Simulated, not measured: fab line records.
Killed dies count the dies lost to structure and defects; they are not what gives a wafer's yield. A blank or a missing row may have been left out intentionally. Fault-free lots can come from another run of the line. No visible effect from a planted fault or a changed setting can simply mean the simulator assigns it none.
Split-lot trial	flow gf180mcu	5 lots, 23 wafers read, on a route of 602 steps

## THE SPLIT ITSELF
At GF_NSD_IMPLANT_09, the setting dose-cm2 was moved away from the recipe's 4e+15 on 10 of the 23 wafers read, by -11.4% to +14.6%. For the rest of the wafers, this setting stayed at what the recipe calls for.

## FROM THE SPLIT TO THE READING: what the file shows between them, 7 steps
- GF_NSD_IMPLANT_10
- GF_NSD_STRIP_11: strips in O2/N2
- GF_PSD_SOFTBAKE_03: time 60 s (also split here: temp-c)
- GF_PSD_IMPLANT_09 (also split here: tilt-deg)
- GF_PSD_STRIP_10: strips in O2/N2
- GF_PSD_CLEAN_12: cleans in SC1/SC2, time 150 s
- GF_PSD_RTA_13: time 20 s

## THE READING
Measured at GF_PSD_RS_MEAS_14 by four-point probe: NSD_RS, in ohm/sq. A value of 46.13 ohm/sq with a standard deviation of 0.096 ohm/sq is what fault-free wafers of this fab line usually give.

wafer	tool, chamber at the split	dose-cm2 as run	against the recipe	NSD_RS, ohm/sq	against lot-mates on the recipe
L075.1	implanter-03, 0	4e+15	recipe	46.19	-
L075.4	implanter-03, 0	4e+15	recipe	46.25	-
L075.6	implanter-03, 0	4e+15	recipe	46.26	-
L077.1	implanter-02, 0	4e+15	recipe	46.18	-
L077.2	implanter-02, 0	4.584e+15	+14.6%	45.31	-0.88
L077.3	implanter-02, 0	4.584e+15	+14.6%	45.37	-0.83
L077.5	implanter-02, 0	4.584e+15	+14.6%	45.36	-0.84
L077.6	implanter-02, 0	4e+15	recipe	46.21	-
L078.1	implanter-03, 0	3.787e+15	-5.3%	46.56	+0.35
L078.2	implanter-03, 0	3.787e+15	-5.3%	46.39	+0.18
L078.3	implanter-03, 0	4e+15	recipe	46.18	-
L078.4	implanter-03, 0	4e+15	recipe	46.28	-
L078.6	implanter-03, 0	4e+15	recipe	46.18	-
L079.1	implanter-02, 0	4.428e+15	+10.7%	45.56	-0.63
L079.2	implanter-02, 0	4e+15	recipe	46.09	-
L079.3	implanter-02, 0	4.428e+15	+10.7%	45.71	-0.48
L079.4	implanter-02, 0	4e+15	recipe	46.16	-
L079.5	implanter-02, 0	4e+15	recipe	46.32	-
L083.2	implanter-03, 0	4e+15	recipe	46.00	-
L083.3	implanter-03, 0	3.545e+15	-11.4%	46.67	+0.73
L083.4	implanter-03, 0	3.545e+15	-11.4%	46.70	+0.76
L083.5	implanter-03, 0	3.545e+15	-11.4%	46.66	+0.72
L083.6	implanter-03, 0	4e+15	recipe	45.88	-

FIT RESULTS
A straight line over all 23 wafers: NSD_RS changes by -0.0516 ohm/sq for each +1% of dose-cm2; r = -0.97; the points scatter about the line by 0.1 ohm/sq.
The same after taking each lot's own level away (the mean of its wafers on the recipe; 23 wafers): -0.0588 ohm/sq for each +1%; r = -0.99; scatter 0.069 ohm/sq.
Per that fit: largest dose-cm2 move, reading shift of 0.86 ohm/sq.
Across the lots, their own levels run from 45.940 to 46.233 ohm/sq, a range of 3.1 times the standard deviation given above.
In other words, the slope is changed by the lot-to-lot level; the two fits disagree.
Check: -0.837 ohm/sq against its lot-mates is what the line predicts for one of the wafers moved furthest among these (+14.6%) when that wafer is left out of the fit. Against them it came out at -0.885 ohm/sq.

## THE OTHER SPLITS THESE WAFERS WENT THROUGH
Other splits were also applied to these wafers ahead of the reading. Each is held against what the fit with the lots' levels taken away leaves over:
other split on the same wafers	wafers away from the commonest value	r with NSD_RS (lot level and that fit taken away)
GF_HV_LDD_IMPLANT_09 dose-cm2	6	-0.03
GF_HV_LDD_IMPLANT_21 energy-kev	9	-0.06
GF_HV_LDD_DEVELOP_45 dev-temp-c	5	-0.16
GF_HV_LDD_IMPLANT_48 dose-cm2	9	+0.02
GF_NSD_COAT_02 resist-thk-nm	8	+0.43
GF_PSD_SOFTBAKE_03 temp-c	11	-0.06
GF_PSD_IMPLANT_09 tilt-deg	7	+0.34

## THE WHOLE CHAIN: every reading that the file lists as answering this split, in the file's order
step	what it does	reading	change (the file's fit)	r (the file's)
GF_PSD_RS_MEAS_14	measures by four-point-probe	NSD_RS	-0.0579 for each +1% of the setting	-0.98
GF_NSD_STRIP_11	strips in O2/N2	strip-time-to-endpoint-s	withheld for each +1% of the setting, in a fit together with resist-thk-nm@NSD_COAT_02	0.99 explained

## THE FILE'S OWN FIT
NSD_RS changes by -0.0579 ohm/sq for each +1% of dose-cm2, r = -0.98.
